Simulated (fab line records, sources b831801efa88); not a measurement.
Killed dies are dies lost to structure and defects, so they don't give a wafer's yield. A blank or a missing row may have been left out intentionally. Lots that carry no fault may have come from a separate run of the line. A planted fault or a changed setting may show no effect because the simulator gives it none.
Matching of chambers -- flow gf180mcu -- 4 sister chambers for GF_V4_ETCH_16 on rie-diel-04
The step etches BARC in N2/H2. 4 wafers are shown with their chamber, then 10 later ones without.

## WAFERS WITH THEIR CHAMBER
wafer,chamber,oes-product-au (a.u.)
L080.6,0,0.851
L091.6,1,0.851
L092.2,2,0.851
L092.4,3,0.856

## WAFERS WHOSE CHAMBER IS MISSING
wafer,oes-product-au (a.u.)
L092.5,0.848
L093.1,0.858
L093.2,0.850
L093.5,0.854
L096.1,0.854
L096.5,0.856
L096.6,0.855
L097.2,0.854
L097.4,0.855
L097.6,0.859

## THE CHAMBER EACH PASSED THROUGH
wafer,from the rows above,in truth
L092.5,can't be placed: 0 or 1 or 2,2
L093.1,3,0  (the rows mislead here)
L093.2,can't be placed: 0 or 1 or 2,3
L093.5,can't be placed: 3 or 0 or 1 or 2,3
L096.1,can't be placed: 3 or 0 or 1 or 2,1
L096.5,3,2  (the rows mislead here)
L096.6,can't be placed: 3 or 0 or 1 or 2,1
L097.2,can't be placed: 3 or 0 or 1 or 2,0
L097.4,can't be placed: 3 or 0 or 1 or 2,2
L097.6,3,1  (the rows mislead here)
0 of 10 placed correctly. From these rows, 7 cannot be placed; in 6 the true chamber is one of the candidates. 3 placed wrongly.
How it was worked out, from the rows above alone: a wafer's distance from a chamber is the root of the sum, over the readings, of the square of ((its reading less the chamber's mean) divided by the reading's scatter). The wafer belongs to the nearest chamber; if the next one is less than 2 further off, it can't be placed. Each chamber's mean is taken over the wafers shown for it. The scatter (one wafer shown for each chamber): square how far every hidden wafer sits from the nearest shown wafer, average those squares and take the square root.
